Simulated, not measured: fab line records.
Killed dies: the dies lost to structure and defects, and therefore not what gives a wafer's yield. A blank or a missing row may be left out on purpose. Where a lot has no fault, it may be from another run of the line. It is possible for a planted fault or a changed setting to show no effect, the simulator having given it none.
A struck lot beside a sound one || flow gf180mcu || 19 out of 602 route steps
Sound: the wafers L476.1, L476.5, L476.6. Wafers L491.2, L491.3, L491.4 were the ones struck. At the end, the cause is stated.
Order at every step that has rows: each side's tool, ch and its chambers, its first start. Under that, the readings that differ: sound wafers || struck wafers || difference of the means || sigmas: that difference in standard deviations of wafers without a fault.
alike: readings whose means differ by less than 2 such deviations, and words and numbers that are the same on both sides. not compared: withheld readings, readings that some wafer has no value for, bounds like >300 that may hide the same value, and numbers for which the record gives no deviation and whose values overlap.
A row with sigmas, a row that says differs or no value, or rows on one side alone: a step with any of these is where the two part. Numbers that don't overlap but have no deviation are shown without sigmas and don't part them. A reading that every wafer of one side lacks parts them only if that side has two wafers or more.

first, 1 step without rows for these wafers: GF_NSD_IMPLANT_10.
GF_NSD_STRIP_11: strips in O2/N2.
  sound on plasma asher-02 ch 0,1, day 16 05:50; struck on plasma asher-04 ch 0,1, day 21 08:44
  alike: drypump motor current A, heater power w, oes product au, strip time to endpoint s
  not compared: rf hours counter h
GF_NSD_TW_MEAS_12:
  sound on film metro-02, day 16 05:56; struck on film metro-04, day 21 08:50
  alike: NSD_TW
then, 7 steps without rows for these wafers: GF_PSD_DEHYDRATE_00 (time 60 s); GF_PSD_HMDS_01 (prime time 60 s); GF_PSD_COAT_02 (resist thk 1000 nm); GF_PSD_SOFTBAKE_03 (time 60 s); GF_PSD_EXPOSE_04 (exposes mask Pplus, target cd 400 nm); GF_PSD_PEB_05; GF_PSD_DEVELOP_06 (develop time 60 s).
GF_PSD_CD_MEAS_07: the cd target is 400 nm.
  sound on cd sem-01, day 17 04:26; struck on cd sem-02, day 22 08:16
  alike: cd nm
GF_PSD_OVL_MEAS_08:
  sound on overlay-02, day 17 04:34; struck on overlay-01, day 22 08:22
  alike: PSD_OVL
GF_PSD_IMPLANT_09:
  sound on implanter-04 ch 0, day 17 04:36; struck on implanter-04 ch 0, day 22 08:25
{"reading": "implant ion amu", "sound": "49 49 49", "struck": "75 75 75", "difference": "+26", "sigmas": ""}
{"reading": "model.implant.drp nm (nm)", "sound": "15.87 15.87 15.87", "struck": "11.92 11.92 11.92", "difference": -3.95, "sigmas": ""}
{"reading": "model.implant.rp nm (nm)", "sound": "29.41 29.41 29.41", "struck": "26.12 26.12 26.12", "difference": -3.29, "sigmas": ""}
  alike: end station pressure torr
GF_PSD_STRIP_10: strips in O2/N2.
  sound on plasma asher-04 ch 0,1, day 17 04:45; struck on plasma asher-01 ch 0,1, day 22 08:32
{"reading": "strip time to endpoint s (s)", "sound": "16.46 16.50 16.46", "struck": "16.61 16.59 16.59", "difference": "+0.12", "sigmas": "+4"}
  alike: drypump motor current A, heater power w, oes product au
  not compared: rf hours counter h
GF_PSD_TW_MEAS_11:
  sound on film metro-03, day 17 04:51; struck on film metro-04, day 22 08:58
{"reading": "PSD_TW", "sound": "3226 3211 3214", "struck": "3673 3672 3678", "difference": "+457", "sigmas": "+18"}
  not compared: hold
GF_PSD_RTA_13: time 20 s.
  sound on rtp anneal-02 ch 0, day 17 04:58; struck on rtp anneal-01 ch 0, day 22 11:26
{"reading": "lamp power pct (%)", "sound": "32.4 32.4 32.4", "struck": "35.9 35.9 35.9", "difference": "+3.5", "sigmas": "+2"}
  alike: wafer_temp_C_max
GF_PSD_RS_MEAS_14: measurement is done with a four-point probe.
  sound on film metro-04, day 17 05:03; struck on film metro-04, day 22 11:39
  alike: NSD_RS
GF_PSD_RS_MEAS_15: measurement is done with a four-point probe.
  sound on film metro-04, day 17 05:10; struck on film metro-04, day 22 12:04
{"reading": "PSD_RS (ohm/sq)", "sound": "108.5 108.6 109.2", "struck": "52.2 52.0 52.1", "difference": -56.7, "sigmas": "-99 or more"}
  not compared: hold
after that, 1 step had no rows for these wafers: GF_PASSIVATION_PROBE_99.

== WHERE THEY PART ==
Last at GF_PSD_RS_MEAS_15 as far as this record goes, first at GF_PSD_STRIP_10.

WHY: what had been put in by the simulator
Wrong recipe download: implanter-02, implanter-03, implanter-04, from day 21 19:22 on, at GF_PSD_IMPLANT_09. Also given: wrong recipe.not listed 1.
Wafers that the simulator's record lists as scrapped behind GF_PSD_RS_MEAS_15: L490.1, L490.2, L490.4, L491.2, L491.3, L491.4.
